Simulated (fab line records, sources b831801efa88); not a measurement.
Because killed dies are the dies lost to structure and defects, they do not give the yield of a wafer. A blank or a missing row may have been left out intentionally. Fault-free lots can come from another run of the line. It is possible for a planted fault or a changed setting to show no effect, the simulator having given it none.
Which of the tools did it? | flow gf180mcu | Sampling: 24 lots, 72 wafers, 5 of 602 route steps

WHAT EACH GAUGE READ, for each wafer
GF_V2_CD_MEAS_14: the cd target is 260 nm.
lot  | measured     | on       | cdNm (nm)
L074 | day 20 11:19 | cdSem-02 | 257.3 258.5 257.1
L075 | day 21 02:52 | cdSem-02 | 260.6 260.1 261.2
L076 | day 21 03:16 | cdSem-02 | 259.1 260.0 261.0
L078 | day 21 18:05 | cdSem-01 | 259.2 259.9 259.8
L077 | day 21 22:47 | cdSem-01 | 259.6 259.4 260.4
L079 | day 22 06:00 | cdSem-02 | 259.2 260.7 260.1
L080 | day 22 15:44 | cdSem-01 | 261.2 260.2 259.5
L081 | day 23 01:34 | cdSem-02 | 260.5 261.8 261.9
L082 | day 23 02:33 | cdSem-01 | 258.6 259.7 259.4
L083 | day 23 15:01 | cdSem-02 | 261.6 262.0 261.5
L084 | day 23 23:43 | cdSem-01 | 260.7 259.1 260.3
L085 | day 24 08:29 | cdSem-02 | 260.1 261.3 258.8
L086 | day 24 16:04 | cdSem-01 | 261.3 261.3 262.6
L087 | day 24 22:05 | cdSem-02 | 258.5 260.0 259.2
L088 | day 25 08:58 | cdSem-01 | 260.3 261.7 260.3
L089 | day 25 17:45 | cdSem-01 | 259.4 259.6 259.1
L090 | day 25 22:10 | cdSem-02 | 259.1 259.5 259.4
L091 | day 26 05:02 | cdSem-02 | 260.6 260.2 259.9
L092 | day 26 14:20 | cdSem-01 | 259.3 258.8 259.5
L093 | day 26 21:31 | cdSem-02 | 259.2 259.9 259.3
L094 | day 27 00:13 | cdSem-01 | 259.5 259.5 259.7
L095 | day 27 06:25 | cdSem-02 | 259.5 260.4 258.8
L096 | day 27 14:41 | cdSem-01 | 261.3 261.6 260.2
L097 | day 27 23:22 | cdSem-02 | 258.8 258.1 257.3

GF_M4_OVL_MEAS_15.
lot  | measured     | on         | M4_OVL (nm)
L074 | day 23 14:11 | overlay-01 | -5 -1 -6
L075 | day 24 05:06 | overlay-01 | 5 -3 3
L076 | day 24 05:27 | overlay-01 | 4 0 4
L078 | day 24 18:20 | overlay-01 | 6 -2 7
L077 | day 24 23:29 | overlay-01 | 6 3 4
L079 | day 25 05:26 | overlay-01 | 0 -2 -8
L080 | day 25 14:14 | overlay-02 | -4 -10 -4
L081 | day 26 00:32 | overlay-02 | -3 2 -6
L082 | day 26 01:17 | overlay-01 | 2 2 5
L083 | day 26 12:36 | overlay-02 | 1 4 -7
L084 | day 26 19:51 | overlay-02 | 4 7 7
L085 | day 27 05:08 | overlay-01 | -7 -2 -9
L086 | day 27 11:08 | overlay-01 | -4 2 1
L087 | day 27 16:25 | overlay-01 | 0 2 2
L088 | day 28 02:32 | overlay-01 | -12 -9 1
L089 | day 28 11:20 | overlay-01 | 2 -1 3
L090 | day 28 15:58 | overlay-01 | 2 -9 2
L091 | day 28 22:06 | overlay-02 | -2 -15 -7
L092 | day 29 07:07 | overlay-01 | 0 0 8
L093 | day 29 13:50 | overlay-01 | 10 2 7
L094 | day 29 16:04 | overlay-01 | 2 12 6
L095 | day 29 21:53 | overlay-02 | 2 3 -2
L096 | day 30 06:14 | overlay-02 | 4 1 1
L097 | day 30 13:35 | overlay-02 | -9 1 0

EACH LOT AND THE TOOL THAT RAN IT (in order: tool; ch and the chambers of the sampled wafers; start)
lot  | GF_CONTACT_ETCH_16                | GF_M2_SPUTTER_02            | GF_V2_CMP_04
L074 | rieDiel-02 ch 0,1, day 16 08:16   | pvdSputter-04, day 18 10:03 | cmp-01 ch 1,2, day 19 10:47
L075 | rieDiel-03 ch 0,1,3, day 16 18:46 | pvdSputter-01, day 19 02:07 | cmp-01 ch 0,2,3, day 20 03:05
L076 | rieDiel-01 ch 0,2,3, day 16 22:58 | pvdSputter-04, day 19 02:18 | cmp-02 ch 1,2,3, day 20 03:19
L078 | rieDiel-02 ch 0,2, day 17 13:23   | pvdSputter-01, day 19 16:26 | cmp-01 ch 0,1,2, day 20 17:31
L077 | rieDiel-03 ch 0,1, day 17 16:04   | pvdSputter-04, day 19 20:37 | cmp-02 ch 1,2, day 20 21:45
L079 | rieDiel-01 ch 0,2,3, day 18 00:08 | pvdSputter-04, day 20 04:12 | cmp-02 ch 0,1,3, day 21 05:20
L080 | rieDiel-02 ch 0,2, day 18 08:49   | pvdSputter-01, day 20 14:43 | cmp-02 ch 0,1,2, day 21 16:29
L081 | rieDiel-02 ch 0,1,3, day 18 19:28 | pvdSputter-03, day 21 00:48 | cmp-01 ch 1,2,3, day 22 02:05
L082 | rieDiel-01 ch 2,3, day 18 21:01   | pvdSputter-01, day 21 01:45 | cmp-01 ch 2,3, day 22 02:51
L083 | rieDiel-02 ch 0,2, day 19 09:59   | pvdSputter-01, day 21 15:09 | cmp-01 ch 0,2, day 22 16:05
L084 | rieDiel-02 ch 0,2, day 19 20:16   | pvdSputter-01, day 22 00:45 | cmp-02 ch 0,2,3, day 23 00:56
L085 | rieDiel-02 ch 1,2, day 20 05:10   | pvdSputter-01, day 22 09:12 | cmp-02 ch 1,2, day 23 09:23
L086 | rieDiel-02 ch 1,2, day 20 14:32   | pvdSputter-01, day 22 18:02 | cmp-02 ch 1,2, day 23 17:44
L087 | rieDiel-02 ch 1,2,3, day 20 19:46 | pvdSputter-01, day 23 00:06 | cmp-02 ch 1,2, day 24 00:08
L088 | rieDiel-02 ch 0,1,3, day 21 08:20 | pvdSputter-03, day 23 11:19 | cmp-01 ch 1,2,3, day 24 11:08
L089 | rieDiel-03 ch 1,2,3, day 21 18:52 | pvdSputter-01, day 23 20:26 | cmp-01 ch 1,2,3, day 24 20:07
L090 | rieDiel-01 ch 0,1,3, day 22 00:01 | pvdSputter-03, day 24 02:06 | cmp-01 ch 0,2,3, day 25 00:48
L091 | rieDiel-01 ch 2,3, day 22 07:58   | pvdSputter-01, day 24 10:09 | cmp-02 ch 2,3, day 25 08:13
L092 | rieDiel-01 ch 0,2,3, day 22 17:28 | pvdSputter-04, day 24 18:25 | cmp-01 ch 1,2, day 25 16:49
L093 | rieDiel-03 ch 0,2,3, day 23 01:53 | pvdSputter-04, day 25 02:29 | cmp-01 ch 0,2,3, day 26 00:40
L094 | rieDiel-01 ch 1,2,3, day 23 04:31 | pvdSputter-03, day 25 05:34 | cmp-02 ch 0,2,3, day 26 03:16
L095 | rieDiel-02 ch 2,3, day 23 11:25   | pvdSputter-03, day 25 12:09 | cmp-02 ch 0,1,3, day 26 09:58
L096 | rieDiel-02 ch 0,1,3, day 23 20:41 | pvdSputter-01, day 25 20:14 | cmp-01 ch 0,1,2, day 26 18:14
L097 | rieDiel-03 ch 0,2,3, day 24 06:10 | pvdSputter-04, day 26 05:27 | cmp-01 ch 0,1,3, day 27 03:40
- GF_CONTACT_ETCH_16: etches BARC in N2/H2.
- GF_M2_SPUTTER_02: material AlCu, target thk 450 nm, time 23.9 s.
- GF_V2_CMP_04: polishes SiO2.

AS READ BY THE TOOLS THEMSELVES (means over the sampled wafers that have a number; for cases with no such wafer, the mark the record gives instead)
GF_CONTACT_ETCH_16.
lot  | tool       | drypumpMotorCurrentA (A) | oesProductAu (a.u.) | throttleValvePct (%)
L074 | rieDiel-02 | 6.3                      | 0.856               | 13.225
L075 | rieDiel-03 | 5.3                      | 0.858               | 13.231
L076 | rieDiel-01 | 5.8                      | 0.853               | 13.220
L078 | rieDiel-02 | 6.2                      | 0.846               | 13.222
L077 | rieDiel-03 | 5.2                      | 0.852               | 13.226
L079 | rieDiel-01 | 5.8                      | 0.863               | 13.232
L080 | rieDiel-02 | 6.3                      | 0.852               | 13.226
L081 | rieDiel-02 | 6.3                      | 0.858               | 13.222
L082 | rieDiel-01 | 5.3                      | 0.854               | 13.230
L083 | rieDiel-02 | 6.1                      | 0.852               | 13.223
L084 | rieDiel-02 | 6.3                      | 0.854               | 13.217
L085 | rieDiel-02 | 6.4                      | 0.859               | 13.219
L086 | rieDiel-02 | 6.4                      | 0.857               | 13.232
L087 | rieDiel-02 | 6.5                      | 0.859               | 13.218
L088 | rieDiel-02 | 6.3                      | 0.859               | 13.222
L089 | rieDiel-03 | 5.5                      | 0.858               | 13.223
L090 | rieDiel-01 | 6.2                      | 0.853               | 13.226
L091 | rieDiel-01 | 5.5                      | 0.856               | 13.231
L092 | rieDiel-01 | 5.8                      | 0.856               | 13.237
L093 | rieDiel-03 | 5.0                      | 0.855               | 13.221
L094 | rieDiel-01 | 5.7                      | 0.858               | 13.218
L095 | rieDiel-02 | 6.5                      | 0.854               | 13.227
L096 | rieDiel-02 | 6.3                      | 0.854               | 13.229
L097 | rieDiel-03 | 5.0                      | 0.860               | 13.223

GF_M2_SPUTTER_02.
lot  | tool          | throttleValvePct (%)
L074 | pvdSputter-04 | 29.5
L075 | pvdSputter-01 | 29.6
L076 | pvdSputter-04 | 29.9
L078 | pvdSputter-01 | 30.4
L077 | pvdSputter-04 | 29.9
L079 | pvdSputter-04 | 29.9
L080 | pvdSputter-01 | 30.3
L081 | pvdSputter-03 | 30.3
L082 | pvdSputter-01 | 30.3
L083 | pvdSputter-01 | 29.9
L084 | pvdSputter-01 | 30.5
L085 | pvdSputter-01 | 29.8
L086 | pvdSputter-01 | 30.0
L087 | pvdSputter-01 | 30.4
L088 | pvdSputter-03 | 29.9
L089 | pvdSputter-01 | 29.9
L090 | pvdSputter-03 | 30.4
L091 | pvdSputter-01 | 30.2
L092 | pvdSputter-04 | 30.7
L093 | pvdSputter-04 | 29.7
L094 | pvdSputter-03 | 30.4
L095 | pvdSputter-03 | 30.2
L096 | pvdSputter-01 | 29.9
L097 | pvdSputter-04 | 29.2

GF_V2_CMP_04.
lot  | tool   | motorCurrentA (A) | retainingRingPressureFrac | timeToEndpointS (s)
L074 | cmp-01 | 13.0              | 1.003                     | 75
L075 | cmp-01 | 12.7              | 0.998                     | 78
L076 | cmp-02 | 12.9              | 1.000                     | 84
L078 | cmp-01 | 13.3              | 0.999                     | 82
L077 | cmp-02 | 12.3              | 1.001                     | 81
L079 | cmp-02 | 12.0              | 1.000                     | 78
L080 | cmp-02 | 11.3              | 1.003                     | 75
L081 | cmp-01 | 14.0              | 1.001                     | 81
L082 | cmp-01 | 13.5              | 1.001                     | 80
L083 | cmp-01 | 12.2              | 0.998                     | 84
L084 | cmp-02 | 11.5              | 0.999                     | 78
L085 | cmp-02 | 12.4              | 0.997                     | 78
L086 | cmp-02 | 12.5              | 1.003                     | 77
L087 | cmp-02 | 11.9              | 1.008                     | 81
L088 | cmp-01 | 13.8              | 0.999                     | 84
L089 | cmp-01 | 13.7              | 1.004                     | 86
L090 | cmp-01 | 13.1              | 1.001                     | 84
L091 | cmp-02 | 12.5              | 1.000                     | 81
L092 | cmp-01 | 14.5              | 1.005                     | 93
L093 | cmp-01 | 12.7              | 0.999                     | 81
L094 | cmp-02 | 11.3              | 0.999                     | 81
L095 | cmp-02 | 11.8              | 1.000                     | 82
L096 | cmp-01 | 13.1              | 0.999                     | 83
L097 | cmp-01 | 14.3              | 1.004                     | 88

THE ANSWER, worked out from the rows above alone
Rule: the usual values come from the lots themselves. The widest of any qualifying gaps counts: lots, ordered by their means at a reading, are off when they make up no more than a third of the lots, leave a main group of 4 or more, and stand apart from it by 3 or more times the standard deviation of that group's means. The tables above print the reading to a certain number of digits; a main group whose means all agree to those digits is not used. A lot without any number at a reading at which 4 lots or more have one is off too. Where the step has rows for the other lots, those lots are counted as sound. First the gauges in route order, then the tools' own readings, where a lot's mean is used as printed above. At the first step where some lot is off, the reading lying furthest off is the one used; lots without a number count as furthest.
None of the lots is off at any reading shown; this tells nothing.

WHAT THE SIMULATOR HAD PUT IN
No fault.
